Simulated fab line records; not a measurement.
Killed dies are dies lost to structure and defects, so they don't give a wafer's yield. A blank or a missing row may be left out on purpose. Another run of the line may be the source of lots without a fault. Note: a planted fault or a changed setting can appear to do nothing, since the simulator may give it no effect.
Chamber matching | flow sfq line | SFQ_TRILAYER_A5B_CMP_CMP_130 on cmp-01: 4 sister chambers
The step polishes, stops on Nb, target thk 340.7 nm. 8 wafers are shown with their chamber, then 9 later ones without.

WAFERS WITH THEIR CHAMBER
wafer  | chamber | motor current A (A)
L484.3 | 0       | 11.1
L485.5 | 0       | 10.7
L493.3 | 2       | 10.4
L493.4 | 3       | 11.1
L493.6 | 2       | 11.1
L495.3 | 1       | 10.0
L495.2 | 3       | 11.0
L495.5 | 1       | 11.1

WAFERS WHOSE CHAMBER IS MISSING
wafer  | motor current A (A)
L497.1 | 10.1
L497.3 | 11.1
L497.6 | 10.9
L500.1 | 11.2
L500.2 | 11.1
L500.6 | 11.6
L501.4 | 10.9
L501.5 | 10.7
L501.6 | 11.1

WHICH CHAMBER EACH WENT THROUGH
wafer  | from the rows above               | in truth
L497.1 | can't be placed: 1 or 2 or 0 or 3 | 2
L497.3 | can't be placed: 3 or 0 or 2 or 1 | 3
L497.6 | can't be placed: 0 or 2 or 3 or 1 | 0
L500.1 | can't be placed: 3 or 0 or 2 or 1 | 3
L500.2 | can't be placed: 3 or 0 or 2 or 1 | 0
L500.6 | can't be placed: 3 or 0 or 2 or 1 | 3
L501.4 | can't be placed: 0 or 2 or 3 or 1 | 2
L501.5 | can't be placed: 2 or 1 or 0 or 3 | 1
L501.6 | can't be placed: 3 or 0 or 2 or 1 | 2
0 of 9 placed correctly. Not placeable from these rows: 9 (in 9, the candidates include the true chamber). 0 placed wrongly.
How it was worked out, from the rows above alone: a wafer's distance from a chamber is the root of the sum, over the readings, of the square of ((its reading less the chamber's mean) divided by the reading's scatter). The wafer belongs to the nearest chamber; if the next one is less than 2 further off, it can't be placed. For every chamber, the mean is computed from those of its wafers that are shown. How the scatter is found: for the shown wafers, subtract from each reading the mean of its chamber, square and add these, divide the total by (wafers less chambers), then take the root.
